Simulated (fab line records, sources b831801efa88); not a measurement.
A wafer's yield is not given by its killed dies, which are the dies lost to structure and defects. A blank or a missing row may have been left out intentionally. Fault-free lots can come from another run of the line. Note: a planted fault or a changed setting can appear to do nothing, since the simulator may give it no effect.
What tool caused it? + flow sky130 + 6 lots with 17 wafers sampled at 4 steps, on a route of 708 steps

== WHAT THE GAUGES READ, wafer by wafer ==
SKY_SD_N_RS_MEAS_16: uses a four-point probe to measure.
| lot  | measured     | on            | SD_N_RS (ohm/sq)  |
|------|--------------|---------------|-------------------|
| L952 | day 28 18:04 | film metro-02 | 68.44 68.65 68.60 |
| L954 | day 29 15:04 | film metro-04 | 68.75 68.69 71.00 |
| L957 | day 30 09:16 | film metro-03 | 71.43 68.66       |
| L965 | day 32 22:09 | film metro-02 | 68.32 68.51 68.55 |
| L969 | day 34 12:25 | film metro-04 | 68.23 68.49 68.52 |
| L971 | day 34 19:40 | film metro-02 | 68.49 68.51 68.55 |

== EACH LOT AND THE TOOL THAT RAN IT (in order: tool; ch and the chambers of the sampled wafers; start) ==
| lot  | SKY_GATE_OXIDE_STRIP_13              | SKY_SD_N_IMPLANT_09             | SKY_SD_N_STRIP_11                    |
|------|--------------------------------------|---------------------------------|--------------------------------------|
| L952 | plasma asher-03 ch 0,1, day 14 15:32 | implanter-04 ch 0, day 28 17:23 | plasma asher-01 ch 0,1, day 28 17:40 |
| L954 | plasma asher-02 ch 0,1, day 15 06:25 | implanter-04 ch 0, day 29 14:23 | plasma asher-01 ch 0,1, day 29 14:40 |
| L957 | plasma asher-02 ch 0, day 16 07:05   | implanter-04 ch 0, day 30 08:35 | plasma asher-04 ch 1, day 30 08:53   |
| L965 | plasma asher-02 ch 0,1, day 19 00:21 | implanter-02 ch 0, day 32 21:28 | plasma asher-04 ch 0,1, day 32 21:44 |
| L969 | plasma asher-02 ch 0,1, day 20 19:49 | implanter-04 ch 0, day 34 11:41 | plasma asher-04 ch 0,1, day 34 11:58 |
| L971 | plasma asher-03 ch 0,1, day 21 05:40 | implanter-03 ch 0, day 34 18:59 | plasma asher-01 ch 0,1, day 34 19:15 |
- SKY_GATE_OXIDE_STRIP_13: strips in O2/N2.
- SKY_SD_N_IMPLANT_09
- SKY_SD_N_STRIP_11: strips in O2/N2.

== THE ANSWER, worked out from the rows above alone ==
Rule: the usual values come from the lots themselves. The widest of any qualifying gaps counts: lots, ordered by their means at a reading, are off when they make up no more than a third of the lots, leave a main group of 4 or more, and stand apart from it by 3 or more times the standard deviation of that group's means. A main group whose means are all the same, to the digits that the tables above print for the reading, isn't used. Also off: a lot with no number at a reading for which 4 or more lots have one. All remaining lots with rows at the step are treated as sound.
Off: L954, L957, at SKY_SD_N_RS_MEAS_16 (SD_N_RS). The main group has a mean of 68.49 ohm/sq with a standard deviation of 0.057.
A tool fits if, at a process step before that reading, it ran every lot that is off, and no sound lot after the first of them. Those tools and the gauges at SKY_SD_N_RS_MEAS_16 are tried in the same way. No candidate that was tried fits.

== WHAT HAD BEEN PUT IN BY THE SIMULATOR ==
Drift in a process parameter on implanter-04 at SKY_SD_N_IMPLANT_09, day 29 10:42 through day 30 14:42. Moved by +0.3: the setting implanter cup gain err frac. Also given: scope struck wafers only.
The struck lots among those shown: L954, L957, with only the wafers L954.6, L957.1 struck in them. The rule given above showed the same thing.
